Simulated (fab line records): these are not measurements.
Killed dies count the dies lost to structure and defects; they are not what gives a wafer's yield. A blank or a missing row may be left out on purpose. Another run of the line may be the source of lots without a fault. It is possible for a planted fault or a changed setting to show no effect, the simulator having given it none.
Which tool did it? -- flow gf180mcu -- 12 lots, 36 wafers sampled, at 5 steps of a route of 602

WHAT THE GAUGES READ, wafer by wafer
GF_V3_THK_MEAS_01.
lot,measured,on,V3_CVD_00_THK (nm)
L692,day 21 06:05,film_metro-04,610 604 607
L693,day 21 14:05,film_metro-01,596 601 594
L694,day 21 20:45,film_metro-01,595 603 599
L700,day 24 03:04,film_metro-03,600 605 597
L701,day 24 15:47,film_metro-03,597 595 603
L702,day 24 21:35,film_metro-03,603 597 602
L703,day 25 07:02,film_metro-01,604 598 598
L710,day 27 13:31,film_metro-03,601 606 600
L711,day 27 19:54,film_metro-04,606 609 614
L712,day 28 06:09,film_metro-04,597 603 595
L714,day 28 15:47,film_metro-04,599 602 594
L715,day 28 19:07,film_metro-04,590 605 597

GF_V4_THK_MEAS_01.
lot,measured,on,V4_CVD_00_THK (nm)
L692,day 23 07:46,film_metro-02,590 587 588
L693,day 23 16:32,film_metro-02,596 598 599
L694,day 23 22:04,film_metro-02,591 600 603
L700,day 26 02:13,film_metro-03,603 607 606
L701,day 26 13:23,film_metro-02,310 605 607
L702,day 26 18:36,film_metro-04,609 311 608
L703,day 27 03:45,film_metro-03,310 600 306
L710,day 29 06:41,film_metro-04,607 601 597
L711,day 29 13:34,film_metro-04,599 597 610
L712,day 29 22:50,film_metro-03,598 609 592
L714,day 30 07:49,film_metro-03,603 608 602
L715,day 30 10:52,film_metro-04,607 597 604

WHAT TOOL EACH LOT RAN ON (gives the tool, then ch and the chambers of the sampled wafers, and finally the start)
lot,GF_V3_ETCH_16,GF_M4_SPUTTER_00,GF_V4_CVD_00
L692,"rie_diel-01 ch 0,1,2, day 22 06:45","pvd_sputter-03, day 22 08:07","hdpcvd-02 ch 0,1,2, day 23 07:42"
L693,"rie_diel-02 ch 1,3, day 22 14:42","pvd_sputter-04, day 22 16:04","hdpcvd-01 ch 0,1,2, day 23 16:26"
L694,"rie_diel-02 ch 0,2,3, day 22 20:30","pvd_sputter-01, day 22 21:54","hdpcvd-01 ch 0,2, day 23 21:59"
L700,"rie_diel-02 ch 0,1, day 25 02:19","pvd_sputter-01, day 25 03:43","hdpcvd-01 ch 0,1,2, day 26 02:08"
L701,"rie_diel-01 ch 0,1,3, day 25 14:04","pvd_sputter-01, day 25 15:26","hdpcvd-02 ch 1,2, day 26 13:19"
L702,"rie_diel-04 ch 0,2,3, day 25 19:46","pvd_sputter-01, day 25 21:07","hdpcvd-02 ch 0,2, day 26 18:32"
L703,"rie_diel-01 ch 0,3, day 26 04:50","pvd_sputter-04, day 26 06:20","hdpcvd-02 ch 0,2, day 27 03:40"
L710,"rie_diel-04 ch 0,1,3, day 28 09:48","pvd_sputter-01, day 28 11:10","hdpcvd-01 ch 0,1,2, day 29 06:37"
L711,"rie_diel-02 ch 0,1,3, day 28 15:48","pvd_sputter-01, day 28 17:10","hdpcvd-02 ch 0,1, day 29 13:26"
L712,"rie_diel-04 ch 0,1,3, day 29 01:54","pvd_sputter-04, day 29 03:16","hdpcvd-02 ch 0,1, day 29 22:43"
L714,"rie_diel-02 ch 0,1,2, day 29 11:27","pvd_sputter-04, day 29 12:50","hdpcvd-02 ch 0,1, day 30 07:43"
L715,"rie_diel-04 ch 0,1,2, day 29 15:04","pvd_sputter-04, day 29 16:25","hdpcvd-02 ch 0,1, day 30 10:46"
- GF_V3_ETCH_16: etches BARC in N2/H2.
- GF_M4_SPUTTER_00: material Ti, target thk 37.5 nm, time 150 s.
- GF_V4_CVD_00: deposits SiO2, target thk 600 nm, time 100 s.

WHAT THE TOOLS THEMSELVES READ (means of the sampled wafers that have a number; where no wafer has one, the mark that the record gives instead)
GF_V3_ETCH_16.
lot,tool,drypump_motor_current_A (A),oes_product_au (a.u.),throttle_valve_pct (%)
L692,rie_diel-01,5.2,0.851,13.223
L693,rie_diel-02,6.1,0.851,13.236
L694,rie_diel-02,5.7,0.856,13.222
L700,rie_diel-02,5.9,0.855,13.221
L701,rie_diel-01,5.6,0.850,13.224
L702,rie_diel-04,5.7,0.852,13.222
L703,rie_diel-01,5.7,0.856,13.228
L710,rie_diel-04,5.8,0.853,13.230
L711,rie_diel-02,5.9,0.857,13.226
L712,rie_diel-04,5.7,0.859,13.223
L714,rie_diel-02,6.0,0.852,13.222
L715,rie_diel-04,6.0,0.855,13.222

GF_M4_SPUTTER_00.
lot,tool,chamber_pressure_pa (Pa),throttle_valve_pct (%)
L692,pvd_sputter-03,1.999,30.7
L693,pvd_sputter-04,2.000,27.9
L694,pvd_sputter-01,2.002,30.0
L700,pvd_sputter-01,1.999,30.0
L701,pvd_sputter-01,1.996,30.6
L702,pvd_sputter-01,1.999,30.7
L703,pvd_sputter-04,2.000,27.9
L710,pvd_sputter-01,2.000,30.6
L711,pvd_sputter-01,2.002,30.6
L712,pvd_sputter-04,2.001,28.8
L714,pvd_sputter-04,1.995,28.0
L715,pvd_sputter-04,1.993,29.8

GF_V4_CVD_00.
lot,tool,pressure_mtorr (mTorr),sih4_flow_sccm (sccm)
L692,hdpcvd-02,5.997,59.92
L693,hdpcvd-01,5.987,60.09
L694,hdpcvd-01,5.983,60.30
L700,hdpcvd-01,5.995,60.21
L701,hdpcvd-02,6.000,50.27
L702,hdpcvd-02,5.996,49.89
L703,hdpcvd-02,5.992,40.09
L710,hdpcvd-01,6.009,59.95
L711,hdpcvd-02,6.001,60.05
L712,hdpcvd-02,5.999,60.00
L714,hdpcvd-02,6.011,60.17
L715,hdpcvd-02,5.996,60.04

THE ANSWER, worked out from the rows above alone
Rule: usual is defined by the lots themselves. The widest of any qualifying gaps counts: lots, ordered by their means at a reading, are off when they make up no more than a third of the lots, leave a main group of 4 or more, and stand apart from it by 3 or more times the standard deviation of that group's means. A main group whose means are all the same, to the digits that the tables above print for the reading, isn't used. A lot without any number at a reading at which 4 lots or more have one is off too. Where the step has rows for the other lots, those lots are counted as sound. First the gauges in route order, then the tools' own readings, where a lot's mean is used as printed above. The first step at which some lot is off is used, and at that step the reading that is off furthest; a lot without a number counts as furthest.
Off: L701, L702, L703, at GF_V4_THK_MEAS_01 (V4_CVD_00_THK). Mean 600 nm and standard deviation 4.8 in the main group.
If a tool, at a process step before that reading, ran all the lots that are off and no sound lot after the first of them, it fits. Not tried: the gauges at GF_V4_THK_MEAS_01; whatever is off there is also off at GF_V4_CVD_00, on other tools, and gauge error can't account for it. Of those tried, none fits.

WHAT THE SIMULATOR PUT IN
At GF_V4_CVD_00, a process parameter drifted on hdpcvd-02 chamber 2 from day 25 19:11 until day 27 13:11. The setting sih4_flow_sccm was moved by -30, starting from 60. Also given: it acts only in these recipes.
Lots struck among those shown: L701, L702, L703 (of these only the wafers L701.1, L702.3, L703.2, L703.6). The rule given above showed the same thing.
